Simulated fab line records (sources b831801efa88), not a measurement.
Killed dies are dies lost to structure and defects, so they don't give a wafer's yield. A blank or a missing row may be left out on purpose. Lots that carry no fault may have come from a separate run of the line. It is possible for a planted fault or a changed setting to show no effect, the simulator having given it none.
Which tool did it? | flow sky130 | Sampling: 6 lots, 18 wafers, 2 of 708 route steps

## WHAT EACH GAUGE READ, for each wafer
SKY_POLY_GATE_CD_MEAS_13: target cd 150 nm.
lot  | measured     | on        | cd-nm (nm)
L267 | day 16 07:39 | cd-sem-01 | 151.1 151.0 150.4
L271 | day 18 13:03 | cd-sem-02 | 150.7 152.4 153.1
L283 | day 22 06:05 | cd-sem-01 | 149.6 149.6 148.7
L284 | day 23 00:06 | cd-sem-02 | 151.5 150.6 150.1
L287 | day 25 02:14 | cd-sem-01 | 148.6 149.1 147.9
L289 | day 25 10:16 | cd-sem-02 | 150.0 148.9 150.1

## WHICH TOOL RAN EACH LOT (tool, then ch and the chambers of the sampled wafers, then the start)
lot  | SKY_POLY_GATE_EXPOSE_10
L267 | krf-scanner-01 ch 0, day 15 18:25
L271 | krf-scanner-02 ch 0, day 17 22:42
L283 | krf-scanner-01 ch 0, day 21 15:07
L284 | krf-scanner-01 ch 0, day 22 09:11
L287 | krf-scanner-02 ch 0, day 24 11:48
L289 | krf-scanner-02 ch 0, day 24 19:34
- SKY_POLY_GATE_EXPOSE_10: exposes mask P1M, target cd 150 nm.

## THE ANSWER, worked out from the rows above alone
Rule: the lots themselves supply what counts as usual. The widest of any qualifying gaps counts: lots, ordered by their means at a reading, are off when they make up no more than a third of the lots, leave a main group of 4 or more, and stand apart from it by 3 or more times the standard deviation of that group's means. The tables above print the reading to a certain number of digits; a main group whose means all agree to those digits is not used. A lot without any number at a reading at which 4 lots or more have one is off too. The other lots that the step has rows for count as sound.
No lot is off on any of the readings shown, so nothing can be concluded from this.

## WHAT THE SIMULATOR HAD PUT IN
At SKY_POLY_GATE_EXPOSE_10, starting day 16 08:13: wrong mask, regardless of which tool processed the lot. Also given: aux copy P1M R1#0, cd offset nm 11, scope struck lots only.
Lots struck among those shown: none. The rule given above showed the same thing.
